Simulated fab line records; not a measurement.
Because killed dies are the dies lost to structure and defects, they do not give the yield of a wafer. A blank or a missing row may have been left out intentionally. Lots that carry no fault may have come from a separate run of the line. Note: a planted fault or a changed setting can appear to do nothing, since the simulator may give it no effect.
fab line records	flow sky130
record lots=5	wafers=15	last-day=50
route steps=708 shown VT_ADJUST_HVTP@94 VT_ADJUST_LVTN@97 VT_ADJUST_NCORE@119
lots with no fault: from the same line, run without faults
start-h: hours from the record's first day to the start of the lot's first wafer shown	wait-h: hours elapsed since this lot's preceding step	" same as the row above	L1.1+2: one row covering several wafers at once	- no value, or no start was given	* or withheld: withheld	< > ~ a bound
route shown NAME@n: a module of which the file shows steps, and the number in the route of the first	usual: the fault-free wafers' mean and standard deviation	same: alike in all rows	chamber/n: place in a boat	sites: per-site readings	_std_site: standard deviation across them	_edge_site: inner sites' mean taken away from outer sites' mean	radius-mm: for every site, how far away it sits from the centre of the wafer	mask NAME#n: copy n	behind: tool/chamber where the wafer was last shaped	hold: reason for holding the lot/hours on hold/outcome of the hold	device: transistor that didn't switch, given as n, p or np	end of line: the same wafers' tests at the end of the route	a step given without rows: its recipe and nothing more	killed: not the wafer's yield, but the dies lost to structure and defects at the first sort	map: a wafer's dies, marking killed ones x, the rest . and places with no die _
set.NAME: the setting the step ran with; set.NAME@STEP: the setting that earlier step ran with	model.NAME: the simulator's own value behind a step, which no gauge read
a table for each step, a row for each wafer; lots at some steps of the route
services: from which hour (start-h, from the record's first day; less than 0 if before it) a tool's chamber was out of use, for how many hours, and why
## steps
# step SKY_VT_ADJUST_HVTP_IMPLANT_09
# recipe species=As	energy-kev=150	dose-cm2=4.3e+12	tilt-deg=withheld
# step SKY_VT_ADJUST_HVTP_STRIP_10
# recipe chemistry=O2/N2	power-w=1400	pressure-mtorr=1500	platen-temp-c=withheld	o2-flow-sccm=3000	n2-flow-sccm=300	overash-fraction=0.5
# usual drypump-motor-current-A=5.6/0.69	oes-product-au=0.715/0.005	strip-time-to-endpoint-s=14.19/0.035
lot.wafer	tool	chamber	start-h	wait-h	drypump-motor-current-A	oes-product-au	rf-hours-counter-h	strip-time-to-endpoint-s
L231.2	plasma-asher-02	0	117.67	0.1	5.8	0.713	29	14.14
L231.4	"	1	"	"	6.4	0.723	-	14.20
L231.6	"	0	"	"	5.8	0.715	-	14.19
L232.1	plasma-asher-02	0	128.78	0.1	5.8	0.714	30	14.18
L232.2	"	1	"	"	6.5	0.719	30	14.20
L232.6	"	0	"	"	5.8	0.716	-	14.16
L233.2	plasma-asher-04	0	134.68	0.1	5.1	0.718	48	14.17
L233.4	"	0	"	"	5.1	0.713	-	14.22
L233.6	"	1	"	"	6.7	0.715	-	14.18
L247.1	plasma-asher-04	0	224.39	0.1	5.2	0.723	57	14.20
L247.2	"	1	"	"	6.7	0.704	57	14.22
L247.6	"	1	"	"	6.7	0.725	-	14.21
L254.1	plasma-asher-01	1	266.09	0.1	5.2	0.719	58	14.16
L254.3	"	1	"	"	5.2	0.723	-	14.19
L254.6	"	0	"	"	4.8	0.714	-	14.22
# step SKY_VT_ADJUST_HVTP_TW_MEAS_11
# usual VT_ADJUST_HVTP_TW=1356/15
lot.wafer	tool	chamber	start-h	wait-h	VT_ADJUST_HVTP_TW
L231.2	film-metro-01	-	117.78	0.1	1369
L231.4	"	-	"	"	1372
L231.6	"	-	"	"	1370
L232.1	film-metro-01	-	128.88	0.1	1368
L232.2	"	-	"	"	1359
L232.6	"	-	"	"	1363
L233.2	film-metro-02	-	134.79	0.1	1384
L233.4	"	-	"	"	1382
L233.6	"	-	"	"	1380
L247.1	film-metro-03	-	224.49	0.1	1349
L247.2	"	-	"	"	1341
L247.6	"	-	"	"	1344
L254.1	film-metro-03	-	266.19	0.1	1340
L254.3	"	-	"	"	1344
L254.6	"	-	"	"	1341
# step SKY_VT_ADJUST_LVTN_DEHYDRATE_00
# recipe temp-c=200	time-s=60
# step SKY_VT_ADJUST_LVTN_HMDS_01
# recipe prime-time-s=60	prime-temp-c=120
# step SKY_VT_ADJUST_LVTN_COAT_02
# recipe spin-rpm=2000	resist-thk-nm=3000
# step SKY_VT_ADJUST_LVTN_SOFTBAKE_03
# recipe temp-c=110	time-s=withheld
# step SKY_VT_ADJUST_LVTN_EXPOSE_04
# recipe mask-id=NWM_COMPLEMENT_LESS_NATIVE	na=0.6	source-shape=conventional	sigma-outer=0.6	polarization=unpolarized	target-cd-nm=840	dose-mj=194
# step SKY_VT_ADJUST_LVTN_PEB_05
# recipe temp-c=115	time-s=withheld
# step SKY_VT_ADJUST_LVTN_DEVELOP_06
# recipe wall-angle-deg=90	developer=TMAH	develop-time-s=60	dev-temp-c=23
# step SKY_VT_ADJUST_LVTN_OVL_MEAS_07
# usual VT_ADJUST_LVTN_OVL=1.1/1.6
lot.wafer	tool	chamber	start-h	wait-h	VT_ADJUST_LVTN_OVL[nm]
L231.2	overlay-01	-	136.62	-	1.4
L231.4	"	-	"	"	3.8
L231.6	"	-	"	"	2.3
L232.1	overlay-01	-	148.12	-	1.5
L232.2	"	-	"	"	2.1
L232.6	"	-	"	"	2.1
L233.2	overlay-01	-	154.43	-	1.8
L233.4	"	-	"	"	2.8
L233.6	"	-	"	"	4.0
L247.1	overlay-01	-	247.46	-	1.3
L247.2	"	-	"	"	0.9
L247.6	"	-	"	"	2.3
L254.1	overlay-01	-	290.05	-	0.3
L254.3	"	-	"	"	1.5
L254.6	"	-	"	"	0.3
# step SKY_VT_ADJUST_LVTN_IMPLANT_08
# recipe species=B	energy-kev=30	dose-cm2=1.57e+12	tilt-deg=withheld
# step SKY_VT_ADJUST_LVTN_STRIP_09
# recipe chemistry=O2/N2	power-w=1400	pressure-mtorr=1500	platen-temp-c=withheld	o2-flow-sccm=3000	n2-flow-sccm=300	overash-fraction=0.5
# usual drypump-motor-current-A=6.0/0.52	oes-product-au=0.722/0.0051	strip-time-to-endpoint-s=36.94/0.1
lot.wafer	tool	chamber	start-h	wait-h	drypump-motor-current-A	oes-product-au	rf-hours-counter-h	strip-time-to-endpoint-s	model.coat_of_VT_ADJUST_LVTN_COAT_02.thk-nm
L231.2	plasma-asher-02	1	136.80	0.1	6.5	0.727	31	37.08	0
L231.4	"	1	"	"	6.5	0.729	-	37.09	0
L231.6	"	0	"	"	5.8	0.726	-	37.07	0
L232.1	plasma-asher-02	1	148.31	0.1	6.5	0.715	32	37.13	0
L232.2	"	0	"	"	5.8	0.718	32	37.01	0
L232.6	"	1	"	"	6.5	0.722	-	37.07	0
L233.2	plasma-asher-04	0	154.61	0.1	5.1	0.728	50	36.88	0
L233.4	"	1	"	"	6.7	0.721	-	37.00	0
L233.6	"	0	"	"	5.1	0.717	-	36.90	0
L247.1	plasma-asher-02	1	247.65	0.1	6.5	0.939	41	-	1507
L247.2	"	0	"	"	5.8	0.927	41	-	1511
L247.6	"	1	"	"	6.4	0.937	-	-	1512
L254.1	plasma-asher-04	0	290.24	0.1	5.2	0.730	63	37.08	0
L254.3	"	0	"	"	5.1	0.722	-	37.04	0
L254.6	"	1	"	"	6.7	0.718	-	36.99	0
# step SKY_VT_ADJUST_LVTN_TW_MEAS_10
# usual VT_ADJUST_LVTN_TW=243.1/2.5
lot.wafer	tool	chamber	start-h	wait-h	VT_ADJUST_LVTN_TW
L231.2	film-metro-02	-	136.91	0.1	246.4
L231.4	"	-	"	"	246.0
L231.6	"	-	"	"	245.4
L232.1	film-metro-02	-	148.41	0.1	244.7
L232.2	"	-	"	"	245.5
L232.6	"	-	"	"	244.9
L233.2	film-metro-04	-	154.72	0.1	243.9
L233.4	"	-	"	"	246.4
L233.6	"	-	"	"	246.0
L247.1	film-metro-02	-	247.75	0.1	244.8
L247.2	"	-	"	"	244.5
L247.6	"	-	"	"	244.4
L254.1	film-metro-02	-	290.34	0.1	245.7
L254.3	"	-	"	"	245.4
L254.6	"	-	"	"	245.6
# step SKY_VT_ADJUST_LVTN_DEHYDRATE_11
# recipe temp-c=200	time-s=60
# step SKY_VT_ADJUST_LVTN_HMDS_12
# recipe prime-time-s=60	prime-temp-c=120
# step SKY_VT_ADJUST_LVTN_COAT_13
# recipe resist=NOVOLAK	spin-rpm=3000	resist-thk-nm=1140
# step SKY_VT_ADJUST_LVTN_SOFTBAKE_14
# recipe temp-c=90	time-s=60	resist=NOVOLAK
# step SKY_VT_ADJUST_LVTN_EXPOSE_15
# recipe mask-id=HVN_STD_DERIVED	na=0.6	source-shape=conventional	sigma-outer=0.6	polarization=unpolarized	target-cd-nm=600	dose-mj=163
# step SKY_VT_ADJUST_LVTN_PEB_16
# recipe temp-c=withheld	time-s=*	resist=NOVOLAK
# step SKY_VT_ADJUST_LVTN_DEVELOP_17
# recipe resist=NOVOLAK	developer=TMAH	develop-time-s=60	dev-temp-c=23
# step SKY_VT_ADJUST_LVTN_OVL_MEAS_18
# usual VT_ADJUST_LVTN_01_OVL=0.0/1.5
lot.wafer	tool	chamber	start-h	wait-h	VT_ADJUST_LVTN_01_OVL[nm]
L231.2	overlay-02	-	156.37	0.1	1.3
L231.4	"	-	"	"	1.3
L231.6	"	-	"	"	1.7
L232.1	overlay-02	-	168.26	0.1	-0.1
L232.2	"	-	"	"	0.4
L232.6	"	-	"	"	0.7
L233.2	overlay-01	-	175.63	0.1	-1.7
L233.4	"	-	"	"	-2.2
L233.6	"	-	"	"	-1.8
L247.1	overlay-02	-	269.85	0.1	1.5
L247.2	"	-	"	"	-1.2
L247.6	"	-	"	"	-0.8
L254.1	overlay-01	-	315.17	0.1	-0.5
L254.3	"	-	"	"	0.7
L254.6	"	-	"	"	-0.6
# step SKY_VT_ADJUST_LVTN_IMPLANT_19
# recipe species=B	energy-kev=30	dose-cm2=6.5e+11	tilt-deg=withheld
# step SKY_VT_ADJUST_LVTN_STRIP_20
# recipe chemistry=O2/N2	power-w=1400	pressure-mtorr=1500	platen-temp-c=withheld	o2-flow-sccm=3000	n2-flow-sccm=300	overash-fraction=0.5
# usual drypump-motor-current-A=5.9/0.62	oes-product-au=0.716/0.0053	strip-time-to-endpoint-s=14.20/0.04
lot.wafer	tool	chamber	start-h	wait-h	drypump-motor-current-A	oes-product-au	rf-hours-counter-h	strip-time-to-endpoint-s
L231.2	plasma-asher-04	1	156.55	0.1	6.7	0.718	50	14.13
L231.4	"	0	"	"	5.1	0.714	-	14.12
L231.6	"	1	"	"	6.7	0.720	-	14.14
L232.1	plasma-asher-04	0	168.45	0.1	5.1	0.723	51	14.15
L232.2	"	1	"	"	6.7	0.721	51	14.17
L232.6	"	0	"	"	5.1	0.710	-	14.17
L233.2	plasma-asher-03	0	175.81	0.1	6.2	0.713	4	14.20
L233.4	"	0	"	"	6.2	0.714	-	14.21
L233.6	"	1	"	"	5.3	0.709	-	14.27
L247.1	plasma-asher-04	0	270.04	0.1	5.2	0.717	61	36.77
L247.2	"	1	"	"	6.7	0.729	61	36.80
L247.6	"	1	"	"	6.7	0.730	-	36.81
L254.1	plasma-asher-02	1	315.36	0.1	6.5	0.723	48	14.19
L254.3	"	1	"	"	6.5	0.711	-	14.17
L254.6	"	0	"	"	5.8	0.707	-	14.20
# step SKY_VT_ADJUST_LVTN_TW_MEAS_21
# usual VT_ADJUST_LVTN_2_TW=189.2/1.8
lot.wafer	tool	chamber	start-h	wait-h	VT_ADJUST_LVTN_2_TW
L231.2	film-metro-03	-	156.66	0.1	185.3
L231.4	"	-	"	"	185.4
L231.6	"	-	"	"	186.1
L232.1	film-metro-04	-	168.55	0.1	190.4
L232.2	"	-	"	"	190.4
L232.6	"	-	"	"	189.7
L233.2	film-metro-04	-	175.92	0.1	190.2
L233.4	"	-	"	"	189.4
L233.6	"	-	"	"	189.5
L247.1	film-metro-02	-	270.14	0.1	30.3
L247.2	"	-	"	"	30.4
L247.6	"	-	"	"	30.3
L254.1	film-metro-02	-	315.46	0.1	189.7
L254.3	"	-	"	"	190.3
L254.6	"	-	"	"	189.9
# step SKY_VT_ADJUST_NCORE_DEHYDRATE_00
# recipe temp-c=200	time-s=60
## services
tool	chamber	start-h	hours	kind
plasma-asher-01	-	95.61	7.7	repair
plasma-asher-03	-	120.57	9.0	pm
plasma-asher-03	0	120.57	9.0	vent-cycle
plasma-asher-03	1	120.57	9.0	vent-cycle
plasma-asher-03	0	129.57	-	clean
plasma-asher-03	1	129.57	-	clean
plasma-asher-01	-	148.70	0.9	repair
plasma-asher-02	-	180.28	14.6	pm
plasma-asher-01	-	203.24	1.8	repair
## key
first-sign step=SKY_VT_ADJUST_LVTN_STRIP_09	reading=oes-product-au	direction=up	sigmas=42	usual=0.722	struck=0.935
effect step=SKY_VT_ADJUST_LVTN_STRIP_20	reading=strip-time-to-endpoint-s	direction=up	sigmas=99+	usual=*	struck=*
effect step=SKY_VT_ADJUST_LVTN_TW_MEAS_21	reading=VT_ADJUST_LVTN_2_TW	direction=down	sigmas=89	usual=189.2	struck=30.3
model-effect step=SKY_VT_ADJUST_LVTN_STRIP_09	value=coat_of_VT_ADJUST_LVTN_COAT_02.thk-nm	without=0	struck=1510
met-at SKY_VT_ADJUST_LVTN_STRIP_09
struck-wafers L247.1,L247.2,L247.6
sort-left-out L247.1,L247.2,L247.6
tester-left-out L247
onset-between 148.31 247.65
fault kind=strip-aborted	tool=plasma-asher-02	chamber=-	onset-h=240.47	steps=SKY_VT_ADJUST_LVTN_STRIP_09	offset=0.73862	end-h=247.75
# tester-left-out: of these lots the tester's yield and bins aren't shown, on N5 and GAA mostly nor the transistor test; their killed dies are dies lost to structure and defects alone, not to doping, threshold or leakage, so they don't give the yield
# sort-left-out: the simulated sort isn't trusted on such a fault, so these wafers' sort isn't shown, and their yield isn't known
